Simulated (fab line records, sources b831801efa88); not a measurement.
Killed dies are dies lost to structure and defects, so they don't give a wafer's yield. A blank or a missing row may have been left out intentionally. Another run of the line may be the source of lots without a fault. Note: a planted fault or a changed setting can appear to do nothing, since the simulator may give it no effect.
Which tool is to blame? | flow sky130 | 30 wafers from 10 lots sampled at 6 of the route's 708 steps

## WHAT THE GAUGES SHOWED, per wafer
SKY_CONTACT_RS_MEAS_25: measurement is done with a four-point probe. Usual: CONTACT_W_RS 0.340 ohm/sq, standard deviation 0.0034.
lot  | measured     | on            | CONTACT_W_RS (ohm/sq) | flag
L643 | day 31 16:59 | film_metro-04 | 0.341 0.343 0.345     |
L645 | day 32 02:04 | film_metro-01 | 0.337 0.339 0.342     |
L647 | day 33 05:13 | film_metro-04 | 0.342 0.338 0.343     |
L649 | day 34 04:55 | film_metro-01 | 0.338 0.337 0.335     |
L653 | day 35 13:50 | film_metro-04 | 0.345 0.345 0.346     |
L656 | day 36 07:28 | film_metro-03 | 0.340 0.344 0.343     |
L659 | day 36 14:02 | film_metro-04 | 0.341 0.335 0.333     |
L661 | day 37 09:58 | film_metro-01 | 0.333 0.335 0.336     |
L664 | day 38 09:04 | film_metro-03 | 0.339 0.341 0.336     |
L665 | day 39 03:52 | film_metro-04 | 0.336 0.333 0.339     |

SKY_CONTACT_THK_MEAS_26: measures by xrf. Usual: CONTACT_W_THK 346 nm, standard deviation 4.8.
lot  | measured     | on            | CONTACT_W_THK (nm) | flag
L643 | day 31 17:05 | film_metro-04 | 348 346 342        |
L645 | day 32 02:11 | film_metro-01 | 346 344 340        |
L647 | day 33 05:18 | film_metro-04 | 346 350 345        |
L649 | day 34 05:01 | film_metro-01 | 344 347 348        |
L653 | day 35 13:56 | film_metro-04 | 345 347 342        |
L656 | day 36 07:34 | film_metro-03 | 348 344 347        |
L659 | day 36 14:10 | film_metro-04 | 349 353 358        |
L661 | day 37 10:05 | film_metro-01 | 349 349 344        |
L664 | day 38 09:10 | film_metro-03 | 349 349 351        |
L665 | day 39 03:59 | film_metro-04 | 350 354 347        |

SKY_METAL1_RS_MEAS_05: measurement is done with a four-point probe. Usual: METAL1_ALCU_RS 0.1273 ohm/sq, standard deviation 0.0018.
lot  | measured     | on            | METAL1_ALCU_RS (ohm/sq) | flag
L643 | day 31 17:37 | film_metro-02 | 0.1251 0.1247 0.1260    |
L645 | day 32 02:41 | film_metro-02 | 0.1287 0.1284 0.1275    |
L647 | day 33 05:50 | film_metro-02 | 0.1285 0.1280 0.1274    |
L649 | day 34 05:32 | film_metro-04 | 0.1277 0.1277 0.1300    |
L653 | day 35 14:29 | film_metro-04 | 0.1269 0.1258 0.1276    |
L656 | day 36 08:05 | film_metro-02 | 0.1600 0.1618 0.1613    | OFF
L659 | day 36 14:40 | film_metro-04 | 0.1592 0.1614 0.1624    | OFF
L661 | day 37 10:36 | film_metro-01 | 0.1263 0.1231 0.1237    |
L664 | day 38 09:41 | film_metro-01 | 0.1280 0.1277 0.1296    |
L665 | day 39 04:29 | film_metro-01 | 0.1286 0.1276 0.1289    |

SKY_METAL1_THK_MEAS_06: measures by xrf. Usual: METAL1_ALCU_THK 252 nm, standard deviation 3.8.
lot  | measured     | on            | METAL1_ALCU_THK (nm) | flag
L643 | day 31 17:42 | film_metro-02 | 258 257 255          |
L645 | day 32 02:48 | film_metro-02 | 249 251 252          |
L647 | day 33 05:55 | film_metro-02 | 251 252 252          |
L649 | day 34 05:38 | film_metro-04 | 249 249 244          |
L653 | day 35 14:35 | film_metro-04 | 252 255 251          |
L656 | day 36 08:11 | film_metro-02 | 202 202 202          | OFF
L659 | day 36 14:47 | film_metro-04 | 201 198 200          | OFF
L661 | day 37 10:43 | film_metro-01 | 252 260 259          |
L664 | day 38 09:47 | film_metro-01 | 250 251 248          |
L665 | day 39 04:36 | film_metro-01 | 249 251 248          |

## EACH LOT AND THE TOOL THAT RAN IT (in order: tool; ch and the chambers of the sampled wafers; start)
lot  | SKY_METAL1_SPUTTER_02        | SKY_METAL1_SPUTTER_03
L643 | pvd_sputter-01, day 31 17:28 | pvd_sputter-01, day 31 17:29
L645 | pvd_sputter-01, day 32 02:35 | pvd_sputter-01, day 32 02:36
L647 | pvd_sputter-04, day 33 05:41 | pvd_sputter-04, day 33 05:42
L649 | pvd_sputter-02, day 34 05:25 | pvd_sputter-02, day 34 05:26
L653 | pvd_sputter-01, day 35 14:22 | pvd_sputter-01, day 35 14:23
L656 | pvd_sputter-01, day 36 07:58 | pvd_sputter-01, day 36 07:59
L659 | pvd_sputter-01, day 36 14:34 | pvd_sputter-01, day 36 14:36
L661 | pvd_sputter-02, day 37 10:31 | pvd_sputter-02, day 37 10:32
L664 | pvd_sputter-04, day 38 09:33 | pvd_sputter-04, day 38 09:34
L665 | pvd_sputter-02, day 39 04:23 | pvd_sputter-02, day 39 04:25
- SKY_METAL1_SPUTTER_02: material AlCu, target thk 250 nm, time 13.3 s.
- SKY_METAL1_SPUTTER_03: material Ti, target thk 5 nm, time 3.3 s.

## WHAT THE TOOLS THEMSELVES READ (means of the sampled wafers that have a number; where no wafer has one, the mark that the record gives instead)
SKY_METAL1_SPUTTER_02. Usual: cathode_dc_power_W 10600 W, standard deviation 2.2; throttle_valve_pct 30.4 %, standard deviation 1.1.
lot  | tool           | cathode_dc_power_W (W) | throttle_valve_pct (%) | flag
L643 | pvd_sputter-01 | 10600                  | 29.7                   |
L645 | pvd_sputter-01 | 10601                  | 29.5                   |
L647 | pvd_sputter-04 | 10598                  | 30.7                   |
L649 | pvd_sputter-02 | 10601                  | 30.1                   |
L653 | pvd_sputter-01 | 10598                  | 29.6                   |
L656 | pvd_sputter-01 | 10600                  | 29.8                   |
L659 | pvd_sputter-01 | 10600                  | 29.4                   |
L661 | pvd_sputter-02 | 10599                  | 30.1                   |
L664 | pvd_sputter-04 | 10598                  | 32.0                   |
L665 | pvd_sputter-02 | 10600                  | 30.9                   |

SKY_METAL1_SPUTTER_03. Usual: cathode_dc_power_W 3000.0 W, standard deviation 0.55; throttle_valve_pct 30.4 %, standard deviation 1.1.
lot  | tool           | cathode_dc_power_W (W) | throttle_valve_pct (%) | flag
L643 | pvd_sputter-01 | 2999.8                 | 29.7                   |
L645 | pvd_sputter-01 | 3000.1                 | 29.2                   |
L647 | pvd_sputter-04 | 3000.3                 | 30.7                   |
L649 | pvd_sputter-02 | 2999.6                 | 30.1                   |
L653 | pvd_sputter-01 | 2999.9                 | 29.7                   |
L656 | pvd_sputter-01 | 2999.9                 | 29.7                   |
L659 | pvd_sputter-01 | 2999.8                 | 29.4                   |
L661 | pvd_sputter-02 | 2999.9                 | 30.1                   |
L664 | pvd_sputter-04 | 3000.0                 | 31.9                   |
L665 | pvd_sputter-02 | 3000.6                 | 31.0                   |

## THE ANSWER, worked out from the rows above alone
Rule: a lot is off if the mean of its wafers that have a number lies more than 3 standard deviations from the usual mean. A lot without any number at a reading at which 4 lots or more have one is off too. Any other lot the step has rows for is counted as sound. Order of review: gauges by route order, followed by the tools' own readings, for which a lot's mean as printed above is used. At the first step where some lot is off, the reading lying furthest off is the one used; lots without a number count as furthest.
Off: L656, L659, seen at SKY_METAL1_RS_MEAS_05 (METAL1_ALCU_RS).
If a tool, at a process step before that reading, ran all the lots that are off and no sound lot after the first of them, it fits. Gauges at SKY_METAL1_RS_MEAS_05: tried the same way as those tools. One fits: pvd_sputter-01 at SKY_METAL1_SPUTTER_02 and SKY_METAL1_SPUTTER_03. At SKY_METAL1_SPUTTER_02 its last sound lot is L653 (day 35 14:22), its first lot that is off L656 (day 36 07:58): a fault that began between those two fits.

## WHAT THE SIMULATOR HAD PUT IN
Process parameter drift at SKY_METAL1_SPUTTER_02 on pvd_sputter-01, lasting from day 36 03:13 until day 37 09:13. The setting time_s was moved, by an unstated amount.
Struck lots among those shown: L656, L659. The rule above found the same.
